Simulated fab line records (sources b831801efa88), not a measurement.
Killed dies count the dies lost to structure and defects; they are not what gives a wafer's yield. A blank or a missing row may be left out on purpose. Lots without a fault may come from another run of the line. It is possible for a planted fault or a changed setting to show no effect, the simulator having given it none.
Comparing a struck lot with a sound one    flow sky130    43 steps out of a route of 708
Sound: these wafers, L931.3, L931.4, L931.5. Struck: wafers L940.4, L940.5, L940.6. The cause comes at the end.
Per side, at each step with rows, come the tool, then ch with its chambers, and then its first start. Under that, the readings that differ: sound wafers    struck wafers    difference of the means    sigmas: that difference in standard deviations of wafers without a fault.
alike: words and numbers the same on both sides, and readings whose means are apart by under 2 such deviations; not compared: readings that were withheld, readings missing a value for some wafer, numbers with overlapping values and no deviation given by the record, and bounds like >300 which may hide the same value.
A row with sigmas, a row that says differs or no value, or rows on one side alone: a step with any of these is where the two part. When numbers do not overlap yet have no deviation, they are printed without sigmas and do not part them. A reading missing from all wafers of one side parts the sides only when that side holds two or more wafers.

first, 2 steps without rows for these wafers: SKY_CONTACT_PEB_12; SKY_CONTACT_DEVELOP_13 (develop time 60 s).
SKY_CONTACT_CD_MEAS_14: the cd target is 170 nm.
  sound on cd-sem-01 at day 33 11:22; struck on cd-sem-01 at day 36 23:56
reading     sound              struck             difference  sigmas
cd-nm (nm)  168.8 168.6 169.1  171.8 171.1 172.7  +3.0        +2
SKY_CONTACT_OVL_MEAS_15:
  sound on overlay-01 at day 33 11:27; struck on overlay-01 at day 37 00:01
  alike: CONTACT_OVL
SKY_CONTACT_ETCH_16: etches BARC in N2/H2, stops on SiO2, time 45.9 s, target depth 60 nm.
  sound on rie-diel-04 ch 1,2, day 33 11:28; struck on rie-diel-02 ch 1,2,3, day 37 00:02
  alike: drypump-motor-current-A, oes-product-au, throttle-valve-pct
  not compared: rf-hours-counter-h
then, 7 steps without rows for these wafers: SKY_CONTACT_ETCH_17 (etches SiO2 in C4F8/O2/Ar, stops on Si3N4, target depth 340 nm); SKY_CONTACT_ETCH_18 (etches Si3N4 in CHF3/O2, stops on TiN, time 39 s, target depth 75 nm); SKY_CONTACT_STRIP_19 (strips in O2/N2); SKY_CONTACT_STRIP_20 (strips in post etch residue remover, time 1200 s); SKY_CONTACT_CLEAN_21 (cleans in IPA, time 180 s); SKY_CONTACT_CLEAN_22 (cleans in O3/DIW); SKY_CONTACT_SPUTTER_23 (material TiN, target thk 20 nm, time 80 s).
SKY_CONTACT_CVD_24: deposits W, target thk 340 nm, time 102.12 s.
  sound on cvd-w-01 ch 0,1, day 33 12:18; struck on cvd-w-02 ch 0,1, day 37 00:52
  alike: heater-power-w
SKY_CONTACT_RS_MEAS_25: a four-point-probe measurement.
  sound on film-metro-03 at day 33 12:25; struck on film-metro-01 at day 37 00:59
  alike: CONTACT_W_RS
SKY_CONTACT_THK_MEAS_26: measures by xrf.
  sound on film-metro-03 at day 33 12:31; struck on film-metro-01 at day 37 01:05
  alike: CONTACT_W_THK
then, 4 steps without rows for these wafers: SKY_CONTACT_CMP_27 (polishes, stops on SiO2, t overpolish 15 s, target thk 0 nm); SKY_METAL1_SPUTTER_00 (material Ti, target thk 15 nm, time 10 s); SKY_METAL1_SPUTTER_01 (material TiN, target thk 20 nm, time 16.7 s); SKY_METAL1_SPUTTER_02 (material AlCu, target thk 250 nm, time 13.3 s).
SKY_METAL1_SPUTTER_03: material Ti, target thk 5 nm, time 3.3 s.
  sound on pvd-sputter-02 at day 33 12:56; struck on pvd-sputter-02 at day 37 01:29
  alike: throttle-valve-pct
SKY_METAL1_SPUTTER_04: material TiN, target thk 70 nm, time 58.3 s.
  sound on pvd-sputter-02 at day 33 12:57; struck on pvd-sputter-02 at day 37 01:30
  alike: throttle-valve-pct
SKY_METAL1_RS_MEAS_05: a four-point-probe measurement.
  sound on film-metro-03 at day 33 13:02; struck on film-metro-02 at day 37 01:37
  alike: METAL1_ALCU_RS
SKY_METAL1_THK_MEAS_06: measures by xrf.
  sound on film-metro-03 at day 33 13:08; struck on film-metro-02 at day 37 01:42
  alike: METAL1_ALCU_THK
then, 8 steps without rows for these wafers: SKY_METAL1_DEHYDRATE_07 (time 60 s); SKY_METAL1_HMDS_08 (prime time 60 s); SKY_METAL1_COAT_09 (resist thk 60 nm); SKY_METAL1_COAT_10 (resist thk 450 nm); SKY_METAL1_SOFTBAKE_11 (time 90 s); SKY_METAL1_EXPOSE_12 (exposes mask MM1, target cd 140 nm); SKY_METAL1_PEB_13; SKY_METAL1_DEVELOP_14 (develop time 60 s).
SKY_METAL1_CD_MEAS_15: the cd target is 140 nm.
  sound on cd-sem-02 at day 34 15:38; struck on cd-sem-01 at day 38 03:38
  alike: cd-nm
SKY_METAL1_OVL_MEAS_16:
  sound on overlay-01 at day 34 15:43; struck on overlay-01 at day 38 03:43
  alike: METAL1_OVL
then, 1 step without rows for these wafers: SKY_METAL1_DESCUM_17 (chemistry O2, time 8 s).
SKY_METAL1_ETCH_18: etches BARC in N2/H2, stops on SiO2, time 45.9 s, target depth 60 nm.
  sound on rie-metal-02 ch 0,1, day 34 15:48; struck on rie-metal-02 ch 0,1, day 38 03:47
  alike: drypump-motor-current-A, oes-product-au, throttle-valve-pct
  not compared: rf-hours-counter-h
SKY_METAL1_METAL_ETCH_19: etches the open film in Cl2/BCl3, stops on SiO2, target depth 360 nm, time 78 s.
  sound on rie-metal-02 ch 0,1, day 34 15:52; struck on rie-metal-02 ch 0,1, day 38 03:53
  alike: bcl3-flow-sccm, drypump-motor-current-A, oes-product-au, throttle-valve-pct
  not compared: rf-hours-counter-h
then, 5 steps without rows for these wafers: SKY_METAL1_STRIP_20 (strips in O2/N2); SKY_METAL1_STRIP_21 (strips in post etch residue remover, time 1200 s); SKY_METAL1_CLEAN_22 (cleans in IPA, time 180 s); SKY_METAL1_CLEAN_23 (cleans in O3/DIW); SKY_VIA1_HDPCVD_00 (deposits SiO2, target thk 1030 nm, time 171.7 s).
SKY_VIA1_THK_MEAS_01:
  sound on film-metro-04 at day 34 16:39; struck on film-metro-04 at day 38 04:43
  alike: VIA1_HDPCVD_THK
-- the record jumps here: 12 days lie between the struck wafers' starts before and after (it left off in module VIA1 and takes up again in module PAD_OPEN, whose first step shown is number 708 of the route) --
SKY_PAD_OPEN_PROBE_99:
  sound on prober-02 at day 47 07:12; struck on prober-01 at day 49 21:53
reading             sound     struck       difference  sigmas
killed-at-contacts  22 24 23  61 72 65     +43         +7
killed-dies         84 87 85  114 123 103  +28         +3
  alike: killed_at_M0_to_M3, killed_at_M4_up, killed-at-front-end, killed-at-other, killed-open, killed-short

== WHERE THEY PART ==
Last at SKY_PAD_OPEN_PROBE_99 as far as this record goes, first at SKY_CONTACT_CD_MEAS_14.

WHY: what the simulator had put in
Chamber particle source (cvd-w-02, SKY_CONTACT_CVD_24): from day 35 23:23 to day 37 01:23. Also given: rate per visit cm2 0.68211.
